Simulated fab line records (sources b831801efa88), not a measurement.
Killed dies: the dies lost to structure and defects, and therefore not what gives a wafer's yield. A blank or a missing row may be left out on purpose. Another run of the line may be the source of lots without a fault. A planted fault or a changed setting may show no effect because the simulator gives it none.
Comparing a struck lot with a sound one	flow sky130	16 out of 708 route steps
Sound: these wafers, L161.1, L161.2, L161.4. Wafers L169.1, L169.4, L169.5 were the ones struck. The cause is given at the end.
Order at every step that has rows: each side's tool, ch and its chambers, its first start. Under that, the readings that differ: sound wafers	struck wafers	difference of the means	sigmas: that difference in standard deviations of wafers without a fault.
alike: same words and numbers on both sides, and readings whose means sit less than 2 such deviations apart. not compared: any withheld reading, any reading some wafer has no value for, any bound like >300 that may hide the same value, and any number with overlapping values for which the record gives no deviation.
A row with sigmas, a row that says differs or no value, or rows on one side alone: a step with any of these is where the two part. When numbers do not overlap yet have no deviation, they are printed without sigmas and do not part them. A reading that every wafer of one side lacks parts them only if that side has two wafers or more.

first, 2 steps without rows for these wafers: SKY_NWELL_IMPLANT_12; SKY_NWELL_IMPLANT_13.
SKY_NWELL_STRIP_14: strips in O2/N2.
  sound on plasma-asher-01 ch 0,1, day 5 03:35; struck on plasma-asher-03 ch 0,1, day 7 04:19
  alike: drypump-motor-current-A, n2-flow-sccm, oes-product-au, strip-time-to-endpoint-s
  not compared: rf-hours-counter-h
SKY_NWELL_TW_MEAS_15:
  sound: film-metro-02 at day 5 03:41; struck: film-metro-02 at day 7 04:25
  alike: NWELL_TW
then, 7 steps without rows for these wafers: SKY_NWELL_DEHYDRATE_16 (time 60 s); SKY_NWELL_HMDS_17 (prime time 60 s); SKY_NWELL_COAT_18 (resist thk 3000 nm); SKY_NWELL_SOFTBAKE_19; SKY_NWELL_EXPOSE_20 (exposes mask NWM COMPLEMENT, target cd 840 nm); SKY_NWELL_PEB_21; SKY_NWELL_DEVELOP_22 (develop time 60 s).
SKY_NWELL_OVL_MEAS_23:
  sound: overlay-01 at day 5 22:00; struck: overlay-01 at day 8 00:06
  alike: NWELL_01_OVL
SKY_NWELL_IMPLANT_24:
  sound on implanter-04 ch 0, day 5 22:02; struck on implanter-03 ch 0, day 8 00:08
reading	sound	struck	difference	sigmas
dose-ions-cm2	9.205e+12 9.211e+12 9.191e+12	1.1083e+13 1.1102e+13 1.1078e+13	+1.8853e+12	+99 or more
faraday-current-uA	50.9 51.9 52.1	60.8 61.3 61.6	+9.6	+9
  alike: beam-on-s
SKY_NWELL_STRIP_25: strips in O2/N2.
  sound on plasma-asher-01 ch 0,1, day 5 22:11; struck on plasma-asher-01 ch 0,1, day 8 00:17
  alike: drypump-motor-current-A, n2-flow-sccm, oes-product-au, strip-time-to-endpoint-s
  not compared: rf-hours-counter-h
SKY_NWELL_TW_MEAS_26:
  sound: film-metro-01 at day 5 22:17; struck: film-metro-02 at day 8 00:23
reading	sound	struck	difference	sigmas
NWELL_2_TW	507 506 510	525 530 529	+20	+3
  not compared: hold
-- the record jumps here: 40 days lie between the struck wafers' starts before and after (it left off in module NWELL and takes up again in module PAD_OPEN, whose first step shown is number 708 of the route) --
SKY_PAD_OPEN_PROBE_99:
  sound: prober-02 at day 46 05:43; struck: prober-02 at day 48 09:25
reading	sound	struck	difference	sigmas
model.etest.pfet_16v.r-on-ohm-um	1.512e+04 1.5e+04 1.52e+04	1.34e+04 1.349e+04 1.349e+04	-1.65e+03	
model.etest.res-iso-pwell.rs-ohm-sq	2873 2839 3002	2353 2408 2376	-526	
model.etest.res-pwell-under-gate.rs-ohm-sq	2282 2301 2287	1994 1997 1987	-297	
model.etest.res-iso-pwell.line-ohm-um	1093 1082 1120	864.5 906.4 892	-210.7	
model.etest.tip_n_5v.rs-ohm-sq	1378 1389 1381	1424 1416 1415	+36	
model.etest.res-nwell.width-nm (nm)	824.5 829.6 821.9	804.7 809 815.1	-15.7	
model.etest.pfet_16v.drive-ua-um	245.8 245.3 242.7	263.1 262.6 263.2	+18.4	
model.etest.field-n.vt-v (V)	35.7 35.19 36.22	38.34 38.74 38.56	+2.84	
  alike: killed_at_M0_to_M3, killed_at_M4_up, killed-at-contacts, killed-at-front-end, killed-at-other, killed-dies, killed-open, killed-short

== WHERE THEY PART ==
Earliest at SKY_NWELL_IMPLANT_24; latest, in this record, at SKY_NWELL_TW_MEAS_26. Later steps at which nothing parts them and some readings are alike: SKY_PAD_OPEN_PROBE_99.

WHY: whatever the simulator had introduced
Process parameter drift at SKY_NWELL_IMPLANT_24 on implanter-03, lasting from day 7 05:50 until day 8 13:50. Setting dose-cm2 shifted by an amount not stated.
